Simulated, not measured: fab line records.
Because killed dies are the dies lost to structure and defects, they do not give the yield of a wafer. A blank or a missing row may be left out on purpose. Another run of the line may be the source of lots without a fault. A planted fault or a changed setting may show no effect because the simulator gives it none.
fab line records	flow sky130
record lots=6	wafers=18	lastDay=50
route steps=708 shown POLY_GATE@234 LDD_N@237 LDD_P@255 PAD_OPEN@708
lots that met no fault: from a run of the same line without faults
startH: the number of hours between the record's first day and the start of the first shown wafer of the lot	waitH: hours since the lot's step before	" repeats the value in the row above	L1.1+2: a single row standing in for several wafers	- no value, or no start was given	* or withheld: withheld	< > ~ a bound
route shown NAME@n: names a module that has steps shown in the file, with the first one's number in the route	usual: mean and standard deviation over wafers with no fault	same: alike in all rows	chamber/n: place in a boat	sites: the reading at each site	_std_site: the standard deviation of these	_edge_site: inner sites' mean taken away from outer sites' mean	radiusMm: how far each site lies from the wafer's centre	mask NAME#n: copy n	behind: the last tool/chamber to shape the wafer	hold: why the lot was held/for how many hours/how that ended	device: transistor that didn't switch, given as n, p or np	end of line: tests run on the same wafers once the route is complete	for a step that has no rows: nothing shown but its recipe	killed: count of dies lost to structure and defects at first sort (not the wafer's yield)	map: shows each die of a wafer: x if killed, . if not, _ if none is there
set.NAME: the setting as run; set.NAME@STEP: as run at that earlier step	model.NAME: the simulator's own value behind a step, which no gauge read
certain route steps with their lots: each step a table, each wafer a row
services: the hour from which a tool's chamber was out of use, counted from the record's first day as startH (under 0 if before that day), plus the number of hours and why
## steps
# step SKY_POLY_GATE_OXIDATION_20
# recipe tempC=850	ambient=O2	stabiliseS=600	purgeS=300	targetThkA=40	oxTimeS=899
# step SKY_POLY_GATE_THK_MEAS_21
# recipe reads=SiO2_of_POLY_GATE_OXIDATION_20
# usual POLY_GATE_OXIDATION_THK=3.97/0.075
lot.wafer	tool	chamber	startH	waitH	POLY_GATE_OXIDATION_THK[nm]
L268.2	filmMetro-01	-	428.59	0.0	4.08
L268.5	"	-	"	"	4.02
L268.6	"	-	"	"	4.10
L271.1	filmMetro-04	-	443.53	0.0	3.95
L271.3	"	-	"	"	3.99
L271.5	"	-	"	"	3.98
L279.1	filmMetro-01	-	512.86	0.0	4.14
L279.4	"	-	"	"	4.08
L279.5	"	-	"	"	3.99
L281.1	filmMetro-04	-	532.40	0.0	3.91
L281.3	"	-	"	"	3.92
L281.6	"	-	"	"	3.97
L282.1	filmMetro-02	-	541.13	0.0	3.84
L282.3	"	-	"	"	3.94
L282.5	"	-	"	"	4.00
L286.1	filmMetro-01	-	568.43	0.0	4.04
L286.4	"	-	"	"	3.98
L286.5	"	-	"	"	3.93
# step SKY_POLY_GATE_CD_MEAS_22
# usual cdNm=149.7/2.7
lot.wafer	tool	chamber	startH	waitH	cdNm
L268.2	cdSem-02	-	428.78	0.2	149.6
L268.5	"	-	"	"	150.5
L268.6	"	-	"	"	149.4
L271.1	cdSem-02	-	443.59	0.1	148.9
L271.3	"	-	"	"	151.6
L271.5	"	-	"	"	148.9
L279.1	cdSem-02	-	512.92	0.1	151.1
L279.4	"	-	"	"	150.3
L279.5	"	-	"	"	152.6
L281.1	cdSem-01	-	532.46	0.1	145.2
L281.3	"	-	"	"	146.2
L281.6	"	-	"	"	146.1
L282.1	cdSem-02	-	541.19	0.1	149.8
L282.3	"	-	"	"	148.0
L282.5	"	-	"	"	148.4
L286.1	cdSem-01	-	568.49	0.1	147.3
L286.4	"	-	"	"	148.2
L286.5	"	-	"	"	145.8
# step SKY_LDD_N_DEHYDRATE_00
# recipe tempC=200	timeS=60
# step SKY_LDD_N_HMDS_01
# recipe primeTimeS=60	primeTempC=120
# step SKY_LDD_N_COAT_02
# recipe resist=NOVOLAK	spinRpm=3000	resistThkNm=300
# step SKY_LDD_N_SOFTBAKE_03
# recipe tempC=90	timeS=60	resist=NOVOLAK
# step SKY_LDD_N_EXPOSE_04
# recipe maskId=NTM	targetCdNm=840	na=0.6	sourceShape=conventional	sigmaOuter=0.6	doseMj=110
# step SKY_LDD_N_PEB_05
# recipe tempC=withheld	timeS=*	resist=NOVOLAK
# step SKY_LDD_N_DEVELOP_06
# recipe developTimeS=60	devTempC=23
# step SKY_LDD_N_OVL_MEAS_07
# usual LDD_N_OVL=0.1/1.5
lot.wafer	tool	chamber	startH	waitH	LDD_N_OVL[nm]
L268.2	overlay-02	-	459.92	0.1	2.0
L268.5	"	-	"	"	4.6
L268.6	"	-	"	"	4.2
L271.1	overlay-02	-	474.71	0.1	0.4
L271.3	"	-	"	"	-0.4
L271.5	"	-	"	"	-1.7
L279.1	overlay-02	-	543.36	0.1	-0.5
L279.4	"	-	"	"	0.2
L279.5	"	-	"	"	-0.4
L281.1	overlay-01	-	562.56	0.1	1.9
L281.3	"	-	"	"	1.4
L281.6	"	-	"	"	0.0
L282.1	overlay-01	-	570.76	0.1	-0.3
L282.3	"	-	"	"	2.0
L282.5	"	-	"	"	0.0
L286.1	overlay-01	-	597.46	0.1	2.3
L286.4	"	-	"	"	0.8
L286.5	"	-	"	"	0.9
# step SKY_LDD_N_IMPLANT_08
# recipe species=As	energyKev=20	doseCm2=7.662e+13	tiltDeg=withheld	rotationDeg=23
# step SKY_LDD_N_IMPLANT_09
# recipe species=As	energyKev=20	doseCm2=7.5e+13	tiltDeg=withheld	rotationDeg=113
# usual doseIonsCm2=7.5e+13/7.3e+10	faradayCurrentUA=423/8.3
lot.wafer	tool	chamber	startH	waitH	doseIonsCm2	faradayCurrentUA
L268.2	implanter-04	0	460.12	0.1	7.505e+13	427
L268.5	"	0	"	"	7.486e+13	430
L268.6	"	0	"	"	7.497e+13	415
L271.1	implanter-02	0	474.90	0.1	7.501e+13	416
L271.3	"	0	"	"	7.511e+13	411
L271.5	"	0	"	"	7.519e+13	417
L279.1	implanter-04	0	543.55	0.1	5.049e+13	287
L279.4	"	0	"	"	5.056e+13	286
L279.5	"	0	"	"	5.051e+13	297
L281.1	implanter-02	0	562.75	0.1	7.512e+13	429
L281.3	"	0	"	"	7.501e+13	411
L281.6	"	0	"	"	7.516e+13	436
L282.1	implanter-04	0	570.94	0.1	5.052e+13	293
L282.3	"	0	"	"	5.043e+13	291
L282.5	"	0	"	"	5.042e+13	280
L286.1	implanter-03	0	597.64	0.1	7.496e+13	417
L286.4	"	0	"	"	7.494e+13	412
L286.5	"	0	"	"	7.498e+13	418
# step SKY_LDD_N_IMPLANT_10
# recipe species=As	energyKev=20	doseCm2=7.5e+13	tiltDeg=withheld	rotationDeg=203
# step SKY_LDD_N_IMPLANT_11
# recipe species=As	energyKev=20	doseCm2=7.5e+13	tiltDeg=withheld	rotationDeg=293
# step SKY_LDD_N_IMPLANT_12
# recipe species=BF2	energyKev=50	doseCm2=5e+12	tiltDeg=30	rotationDeg=0
# step SKY_LDD_N_IMPLANT_13
# recipe species=BF2	energyKev=50	doseCm2=5e+12	tiltDeg=30	rotationDeg=90
# step SKY_LDD_N_IMPLANT_14
# recipe species=BF2	energyKev=50	doseCm2=5e+12	tiltDeg=30	rotationDeg=180
# step SKY_LDD_N_IMPLANT_15
# recipe species=BF2	energyKev=50	doseCm2=5e+12	tiltDeg=30	rotationDeg=270
# step SKY_LDD_N_STRIP_16
# recipe chemistry=O2/N2	powerW=1400	pressureMtorr=1500	platenTempC=withheld	o2FlowSccm=3000	n2FlowSccm=300	overashFraction=0.5
# usual drypumpMotorCurrentA=6.0/0.4	n2FlowSccm=300.0/0.97	oesProductAu=0.407/0.0046	stripTimeToEndpointS=4.325/0.014
lot.wafer	tool	chamber	startH	waitH	drypumpMotorCurrentA	n2FlowSccm	oesProductAu	rfHoursCounterH	stripTimeToEndpointS
L268.2	plasmaAsher-04	1	461.15	0.1	4.9	300.7	0.416	34	4.348
L268.5	"	0	"	"	6.3	300.5	0.406	-	4.337
L268.6	"	1	"	"	4.9	300.7	0.402	-	4.338
L271.1	plasmaAsher-03	0	475.95	0.1	5.9	299.3	0.410	67	4.328
L271.3	"	1	"	"	6.0	300.6	0.403	-	4.332
L271.5	"	0	"	"	6.0	299.5	0.406	-	4.312
L279.1	plasmaAsher-03	0	544.60	0.1	6.0	301.4	0.405	74	4.258
L279.4	"	1	"	"	6.0	299.6	0.407	-	4.235
L279.5	"	0	"	"	6.1	300.9	0.412	-	4.245
L281.1	plasmaAsher-03	1	563.80	0.1	6.0	299.6	0.409	76	4.324
L281.3	"	1	"	"	6.0	301.1	0.403	-	4.321
L281.6	"	1	"	"	6.0	299.4	0.413	-	4.333
L282.1	plasmaAsher-02	0	571.99	0.1	5.8	300.5	0.406	89	4.252
L282.3	"	0	"	"	5.8	301.3	0.404	-	4.268
L282.5	"	0	"	"	5.8	299.7	0.410	-	4.266
L286.1	plasmaAsher-02	0	598.69	0.1	5.8	300.2	0.405	92	4.304
L286.4	"	0	"	"	5.8	299.6	0.412	-	4.318
L286.5	"	0	"	"	5.8	299.7	0.412	-	4.326
# step SKY_LDD_N_TW_MEAS_17
# usual LDD_N_TW=2595/13
lot.wafer	tool	chamber	startH	waitH	LDD_N_TW
L268.2	filmMetro-01	-	461.26	0.1	2570
L268.5	"	-	"	"	2584
L268.6	"	-	"	"	2573
L271.1	filmMetro-03	-	476.05	0.1	2605
L271.3	"	-	"	"	2593
L271.5	"	-	"	"	2601
L279.1	filmMetro-03	-	544.70	0.1	2535
L279.4	"	-	"	"	2531
L279.5	"	-	"	"	2533
L281.1	filmMetro-01	-	563.90	0.1	2589
L281.3	"	-	"	"	2584
L281.6	"	-	"	"	2575
L282.1	filmMetro-02	-	572.09	0.1	2554
L282.3	"	-	"	"	2574
L282.5	"	-	"	"	2570
L286.1	filmMetro-03	-	598.79	0.1	2602
L286.4	"	-	"	"	2588
L286.5	"	-	"	"	2586
# step SKY_LDD_P_DEHYDRATE_00
# recipe tempC=200	timeS=60
# step SKY_PAD_OPEN_PROBE_99
# usual killed_at_M0_to_M3=42/7.6	killed_at_M4_up=3.4/2	killedAtContacts=24/5.9	killedAtFrontEnd=16/4.5	killedAtOther=0.4/0.58	killedDies=86/10	killedOpen=47/7.6	killedShort=39/6.7
# same grossDies=492	killedAtBackSide=0
lot.wafer	tool	chamber	startH	waitH	killed_at_M0_to_M3	killed_at_M4_up	killedAtContacts	killedAtFrontEnd	killedAtOther	killedDies	killedOpen	killedShort	model.etest.tipN.rsOhmSq
L268.2	prober-02	-	1119.67	0.1	34	4	20	19	1	78	48	30	440.3
L268.5	prober-02	-	1119.82	0.2	46	3	24	17	0	90	49	41	445.9
L268.6	prober-02	-	1119.87	0.2	36	4	27	12	0	79	41	38	442.4
L271.1	prober-02	-	1130.08	0.1	64	0	21	18	1	104	55	49	438.7
L271.3	prober-02	-	1130.18	0.2	39	4	31	17	1	92	55	36	437.7
L271.5	prober-02	-	1130.28	0.2	34	4	21	6	2	67	38	27	436.3
L279.1	prober-02	-	1168.93	0.1	45	2	22	11	0	80	49	31	472.3
L279.4	prober-02	-	1169.08	0.2	57	7	25	16	0	105	54	51	468.2
L279.5	prober-02	-	1169.13	0.2	37	2	28	12	0	79	47	32	470.5
L281.1	prober-02	-	1179.83	0.1	42	6	31	15	0	94	55	39	442.2
L281.3	prober-02	-	1179.93	0.2	48	1	18	23	0	90	52	38	442.5
L281.6	prober-02	-	1180.08	0.2	39	2	27	13	0	81	37	44	440.1
L282.1	prober-02	-	1183.08	0.1	35	0	18	15	0	68	34	34	462.6
L282.3	prober-02	-	1183.18	0.2	37	0	14	25	0	76	40	36	460.5
L282.5	prober-02	-	1183.28	0.2	28	2	16	22	0	68	38	30	463.1
L286.1	prober-02	-	1200.87	1.9	50	1	17	10	0	78	42	36	435.9
L286.4	prober-02	-	1201.02	2.0	33	5	40	14	0	92	48	44	437
L286.5	prober-02	-	1201.07	2.1	42	1	19	13	0	75	45	30	438.2
# killed by level:class
L268.2 CONTACT:geometricParticle:open=9 VIA1:geometricParticle:open=9 POLY_GATE:geometricParticle:open=8 VIA3:geometricParticle:open=7 FIELD_ISO:geometricParticle:open=6 CONTACT:geometricParticle:short=6 METAL4:geometricParticle:short=4 METAL1:geometricParticle:short=4
L268.5 VIA1:geometricParticle:open=12 VIA2:geometricParticle:open=11 CONTACT:geometricParticle:open=7 CONTACT:geometricParticle:short=6 METAL2:geometricParticle:short=6 FIELD_ISO:geometricParticle:open=5 VIA2:geometricParticle:short=5 LI_CONTACT:geometricParticle:open=5
L268.6 CONTACT:geometricParticle:open=13 METAL2:geometricParticle:short=7 VIA1:geometricParticle:open=7 LI_CONTACT:geometricParticle:open=6 POLY_GATE:geometricParticle:short=5 VIA1:geometricParticle:short=5 CONTACT:geometricParticle:short=4 FIELD_ISO:geometricParticle:open=3
L271.1 VIA1:geometricParticle:open=15 METAL2:geometricParticle:short=8 VIA3:geometricParticle:open=8 LI_CONTACT:geometricParticle:open=7 CONTACT:geometricParticle:open=7 VIA2:geometricParticle:open=7 FIELD_ISO:geometricParticle:short=6 VIA3:geometricParticle:short=6
L271.3 CONTACT:geometricParticle:open=16 VIA1:geometricParticle:open=11 VIA3:geometricParticle:open=8 POLY_GATE:geometricParticle:open=6 LOCAL_INTERCONNECT:geometricParticle:short=5 CONTACT:geometricParticle:short=5 VIA2:geometricParticle:open=5 FIELD_ISO:geometricParticle:short=4
L271.5 VIA1:geometricParticle:open=9 LI_CONTACT:geometricParticle:open=7 CONTACT:geometricParticle:open=7 VIA2:geometricParticle:open=6 METAL2:geometricParticle:short=4 VIA1:geometricParticle:short=3 CONTACT:geometricParticle:short=3 METAL4:geometricParticle:short=3
L279.1 VIA3:geometricParticle:open=10 VIA1:geometricParticle:open=10 CONTACT:geometricParticle:open=8 LI_CONTACT:geometricParticle:open=7 VIA1:geometricParticle:short=5 METAL2:geometricParticle:short=5 VIA2:geometricParticle:open=5 POLY_GATE:geometricParticle:short=4
L279.4 VIA1:geometricParticle:open=12 VIA1:geometricParticle:short=9 VIA3:geometricParticle:open=9 CONTACT:geometricParticle:open=8 LI_CONTACT:geometricParticle:open=6 CONTACT:geometricParticle:short=5 METAL2:geometricParticle:short=5 VIA3:geometricParticle:short=5
L279.5 LI_CONTACT:geometricParticle:open=11 CONTACT:geometricParticle:open=9 VIA3:geometricParticle:open=6 METAL1:geometricParticle:short=5 VIA1:geometricParticle:open=5 FIELD_ISO:geometricParticle:short=4 FIELD_ISO:geometricParticle:open=4 VIA1:geometricParticle:short=4
L281.1 CONTACT:geometricParticle:open=10 VIA1:geometricParticle:open=9 VIA2:geometricParticle:open=9 POLY_GATE:geometricParticle:open=7 LI_CONTACT:geometricParticle:open=7 VIA3:geometricParticle:open=7 METAL4:geometricParticle:short=6 LOCAL_INTERCONNECT:geometricParticle:short=6
L281.3 VIA1:geometricParticle:open=10 FIELD_ISO:geometricParticle:short=9 VIA3:geometricParticle:open=9 FIELD_ISO:geometricParticle:open=7 CONTACT:geometricParticle:open=7 LI_CONTACT:geometricParticle:open=6 METAL2:geometricParticle:short=6 VIA2:geometricParticle:open=5
L281.6 CONTACT:geometricParticle:open=9 METAL2:geometricParticle:short=8 CONTACT:geometricParticle:short=7 VIA1:geometricParticle:open=7 VIA2:geometricParticle:open=7 LI_CONTACT:geometricParticle:open=6 METAL1:geometricParticle:short=5 FIELD_ISO:geometricParticle:open=4
L282.1 VIA1:geometricParticle:open=10 POLY_GATE:geometricParticle:short=5 LOCAL_INTERCONNECT:geometricParticle:short=5 METAL1:geometricParticle:short=5 FIELD_ISO:geometricParticle:open=4 LI_CONTACT:geometricParticle:open=4 VIA3:geometricParticle:open=4 VIA1:geometricParticle:short=4
L282.3 VIA1:geometricParticle:open=8 POLY_GATE:geometricParticle:short=6 FIELD_ISO:geometricParticle:short=5 FIELD_ISO:geometricParticle:open=5 POLY_GATE:geometricParticle:open=5 METAL2:geometricParticle:open=5 VIA3:geometricParticle:short=4 CONTACT:geometricParticle:open=4
L282.5 VIA2:geometricParticle:open=7 POLY_GATE:geometricParticle:open=6 LI_CONTACT:geometricParticle:open=6 CONTACT:geometricParticle:open=5 SPACER:geometricParticle:short=4 VIA1:geometricParticle:open=4 VIA3:geometricParticle:short=4 FIELD_ISO:geometricParticle:open=3
L286.1 VIA3:geometricParticle:open=9 CONTACT:geometricParticle:open=9 VIA1:geometricParticle:open=8 METAL2:geometricParticle:short=7 VIA2:geometricParticle:short=5 LOCAL_INTERCONNECT:geometricParticle:short=4 VIA1:geometricParticle:short=4 METAL1:geometricParticle:short=4
L286.4 CONTACT:geometricParticle:open=16 LOCAL_INTERCONNECT:geometricParticle:short=8 VIA1:geometricParticle:open=8 FIELD_ISO:geometricParticle:short=7 CONTACT:geometricParticle:short=6 LI_CONTACT:geometricParticle:open=5 VIA2:geometricParticle:open=5 METAL4:geometricParticle:short=4
L286.5 VIA1:geometricParticle:open=11 CONTACT:geometricParticle:open=10 VIA3:geometricParticle:open=8 VIA2:geometricParticle:open=6 METAL3:geometricParticle:short=5 LI_CONTACT:geometricParticle:open=4 VIA1:geometricParticle:short=4 FIELD_ISO:geometricParticle:open=3
## services
tool	chamber	startH	hours	kind
implanter-03	-	449.61	8.6	repair
implanter-03	-	475.29	1.8	repair
plasmaAsher-02	-	555.53	0.7	repair
implanter-03	-	556.89	4.3	repair
plasmaAsher-03	-	558.32	0.5	repair
plasmaAsher-02	-	582.49	1.9	repair
implanter-02	-	588.94	2.9	repair
## key
firstSign step=SKY_LDD_N_IMPLANT_09	reading=doseIonsCm2	direction=down	sigmas=99+	usual=*	struck=*
effect step=SKY_LDD_N_IMPLANT_09	reading=faradayCurrentUA	direction=down	sigmas=16	usual=423	struck=289
effect step=SKY_LDD_N_STRIP_16	reading=stripTimeToEndpointS	direction=down	sigmas=5	usual=*	struck=*
effect step=SKY_LDD_N_TW_MEAS_17	reading=LDD_N_TW	direction=down	sigmas=3.4	usual=2595	struck=2549
modelEffect step=SKY_PAD_OPEN_PROBE_99	value=etest.tipN.rsOhmSq	without=441.6	struck=466.2
metAt SKY_LDD_N_IMPLANT_09
struckWafers L279.1,L279.4,L279.5,L282.1,L282.3,L282.5
testerLeftOut L279,L282
onsetBetween 460.12 543.55
fault kind=processParameterDrift	tool=implanter-04	chamber=-	onsetH=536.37	steps=SKY_LDD_N_IMPLANT_09	channel=doseCm2	offset=*	shape=step	endH=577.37	actsIn=*	stated=*
# testerLeftOut: of these lots the tester's yield and bins aren't shown, on N5 and GAA mostly nor the transistor test; their killed dies are dies lost to structure and defects alone, not to doping, threshold or leakage, so they don't give the yield
